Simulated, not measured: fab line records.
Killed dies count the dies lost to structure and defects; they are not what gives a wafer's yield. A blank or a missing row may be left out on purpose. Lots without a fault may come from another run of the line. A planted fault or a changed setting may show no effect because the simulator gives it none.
Which of the tools did it?    flow sky130    36 wafers sampled from 12 lots at 1 step of a route of 708

## WHAT THE GAUGES READ, wafer by wafer
SKY_FIELD_ISO_CD_MEAS_13: the cd target is 150 nm.
lot   measured     on         cd_nm (nm)
L075  day 2 14:32  cd_sem-01  149.4 149.1 151.0
L077  day 2 22:23  cd_sem-02  148.3 149.1 146.6
L079  day 3 04:52  cd_sem-02  151.4 150.5 150.5
L081  day 3 18:13  cd_sem-02  153.5 152.8 151.3
L083  day 4 03:26  cd_sem-01  149.2 148.6 148.5
L085  day 4 14:48  cd_sem-02  148.3 148.8 149.0
L087  day 5 00:02  cd_sem-02  149.1 148.4 149.8
L089  day 5 11:50  cd_sem-01  149.2 148.7 150.7
L091  day 5 20:27  cd_sem-02  146.0 146.8 148.9
L093  day 6 08:29  cd_sem-02  147.7 148.2 149.7
L095  day 7 00:41  cd_sem-02  151.0 147.2 151.0
L097  day 7 11:07  cd_sem-02  153.0 150.6 151.6

## TOOL THAT RAN EACH LOT (tool first, then ch and the chambers of the sampled wafers, then the start)
No process step before these readings appears in the record.

## THE ANSWER, worked out from the rows above alone
Rule: usual is defined by the lots themselves. The widest of any qualifying gaps counts: lots, ordered by their means at a reading, are off when they make up no more than a third of the lots, leave a main group of 4 or more, and stand apart from it by 3 or more times the standard deviation of that group's means. Not used: any main group whose means are identical at the precision the tables above print for the reading. A lot without any number at a reading at which 4 lots or more have one is off too. All remaining lots with rows at the step are treated as sound.
Across all readings shown, no lot is off: no conclusion can be drawn from this.

## WHAT THE SIMULATOR HAD PUT IN
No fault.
